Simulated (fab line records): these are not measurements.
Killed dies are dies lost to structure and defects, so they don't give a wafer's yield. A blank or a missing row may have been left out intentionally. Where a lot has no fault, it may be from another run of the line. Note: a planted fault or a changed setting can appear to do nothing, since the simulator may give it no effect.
Check for tools in common / flow sky130 / 13 lots, 39 wafers sampled

WHY IT WAS OPENED
At SKY_VT_ADJUST_HVTP_TW_MEAS_11 the reading VT_ADJUST_HVTP_TW is flagged on 1 of 13 lots. Fault-free wafers read 1352, with a standard deviation of 10.
Rule: a lot is flagged when every wafer of it that has a number lies more than 4 standard deviations from that mean, or none has a number. As for the other lots, they are considered sound.

lot=L868; measured=day 6 10:54; on=filmMetro-04; VT_ADJUST_HVTP_TW, wafer by wafer=1365 1368 1373; flag=
lot=L870; measured=day 6 19:24; on=filmMetro-02; VT_ADJUST_HVTP_TW, wafer by wafer=1346 1342 1352; flag=
lot=L872; measured=day 7 12:57; on=filmMetro-02; VT_ADJUST_HVTP_TW, wafer by wafer=30 30 30; flag=FLAGGED
lot=L873; measured=day 7 19:01; on=filmMetro-02; VT_ADJUST_HVTP_TW, wafer by wafer=1350 1354 1354; flag=
lot=L881; measured=day 9 16:58; on=filmMetro-02; VT_ADJUST_HVTP_TW, wafer by wafer=1358 1360 1360; flag=
lot=L883; measured=day 10 13:23; on=filmMetro-01; VT_ADJUST_HVTP_TW, wafer by wafer=1358 1357 1353; flag=
lot=L884; measured=day 10 17:17; on=filmMetro-01; VT_ADJUST_HVTP_TW, wafer by wafer=1363 1355 1357; flag=
lot=L885; measured=day 10 17:56; on=filmMetro-01; VT_ADJUST_HVTP_TW, wafer by wafer=1358 1355 1360; flag=
lot=L886; measured=day 11 03:07; on=filmMetro-01; VT_ADJUST_HVTP_TW, wafer by wafer=1370 1364 1361; flag=
lot=L887; measured=day 11 08:41; on=filmMetro-02; VT_ADJUST_HVTP_TW, wafer by wafer=1350 1351 1345; flag=
lot=L888; measured=day 11 13:49; on=filmMetro-01; VT_ADJUST_HVTP_TW, wafer by wafer=1357 1354 1356; flag=
lot=L889; measured=day 11 19:05; on=filmMetro-02; VT_ADJUST_HVTP_TW, wafer by wafer=1357 1353 1361; flag=
lot=L890; measured=day 12 15:53; on=filmMetro-04; VT_ADJUST_HVTP_TW, wafer by wafer=1340 1349 1347; flag=
Flagged lots average 30: -1322 relative to the usual, that is -99 or more standard deviations.

WHICH TOOL EACH LOT WENT THROUGH
The record holds 1 process step before the reading, out of a route of 708 steps. Read each cell as the tool, then ch plus the chambers that the sampled wafers visited, then the start.
lot=L868; flag=; SKY_VT_ADJUST_HVTP_EXPOSE_04=ilineStepper-02 ch 0, day 6 01:45
lot=L870; flag=; SKY_VT_ADJUST_HVTP_EXPOSE_04=ilineStepper-02 ch 0, day 6 10:00
lot=L872; flag=FLAGGED; SKY_VT_ADJUST_HVTP_EXPOSE_04=ilineStepper-01 ch 0, day 7 02:47
lot=L873; flag=; SKY_VT_ADJUST_HVTP_EXPOSE_04=ilineStepper-02 ch 0, day 7 09:00
lot=L881; flag=; SKY_VT_ADJUST_HVTP_EXPOSE_04=ilineStepper-02 ch 0, day 9 05:37
lot=L883; flag=; SKY_VT_ADJUST_HVTP_EXPOSE_04=ilineStepper-01 ch 0, day 10 01:52
lot=L884; flag=; SKY_VT_ADJUST_HVTP_EXPOSE_04=ilineStepper-01 ch 0, day 10 05:14
lot=L885; flag=; SKY_VT_ADJUST_HVTP_EXPOSE_04=ilineStepper-02 ch 0, day 10 05:58
lot=L886; flag=; SKY_VT_ADJUST_HVTP_EXPOSE_04=ilineStepper-01 ch 0, day 10 16:06
lot=L887; flag=; SKY_VT_ADJUST_HVTP_EXPOSE_04=ilineStepper-02 ch 0, day 10 20:58
lot=L888; flag=; SKY_VT_ADJUST_HVTP_EXPOSE_04=ilineStepper-02 ch 0, day 11 02:19
lot=L889; flag=; SKY_VT_ADJUST_HVTP_EXPOSE_04=ilineStepper-01 ch 0, day 11 07:13
lot=L890; flag=; SKY_VT_ADJUST_HVTP_EXPOSE_04=ilineStepper-02 ch 0, day 12 03:16
What these steps do:
- SKY_VT_ADJUST_HVTP_EXPOSE_04: exposes mask HVTPM, target cd 380 nm.
- SKY_VT_ADJUST_HVTP_TW_MEAS_11

FLAGGED AGAINST TOTAL, ONE TOOL AT A TIME (gauges that did the reading follow at the end)
step=SKY_VT_ADJUST_HVTP_EXPOSE_04; tool=ilineStepper-01; lots run=5; flagged=1; share of the flagged lots=all; sound lots run after its first flagged lot=4 (L883,L884,L886,L889)
step=SKY_VT_ADJUST_HVTP_EXPOSE_04; tool=ilineStepper-02; lots run=8; flagged=0; share of the flagged lots=none; sound lots run after its first flagged lot=-
step=SKY_VT_ADJUST_HVTP_TW_MEAS_11; tool=filmMetro-01; lots run=5; flagged=0; share of the flagged lots=none; sound lots run after its first flagged lot=-
step=SKY_VT_ADJUST_HVTP_TW_MEAS_11; tool=filmMetro-02; lots run=6; flagged=1; share of the flagged lots=all; sound lots run after its first flagged lot=4 (L873,L881,L887,L889)
step=SKY_VT_ADJUST_HVTP_TW_MEAS_11; tool=filmMetro-04; lots run=2; flagged=0; share of the flagged lots=none; sound lots run after its first flagged lot=-

WHAT IS ALLOWED BY THE TABLE
In 2 table rows, all flagged lots were run: ilineStepper-01 (SKY_VT_ADJUST_HVTP_EXPOSE_04), filmMetro-02 (SKY_VT_ADJUST_HVTP_TW_MEAS_11).
- ilineStepper-01 at SKY_VT_ADJUST_HVTP_EXPOSE_04 ran 5 lots, 1 of them flagged. Lots that were sound ran on it after the first flagged one (L883, L884, L886, L889); a persistent fault on the entire tool would not allow that.
- filmMetro-02 at SKY_VT_ADJUST_HVTP_TW_MEAS_11 ran 6 lots, 1 of them flagged. Lots that were sound ran on it after the first flagged one (L873, L881, L887, L889); a persistent fault on the entire tool would not allow that.
Not one row of the table ran every flagged lot while running no sound lot after the first.

WHAT WAS PUT IN BY THE SIMULATOR
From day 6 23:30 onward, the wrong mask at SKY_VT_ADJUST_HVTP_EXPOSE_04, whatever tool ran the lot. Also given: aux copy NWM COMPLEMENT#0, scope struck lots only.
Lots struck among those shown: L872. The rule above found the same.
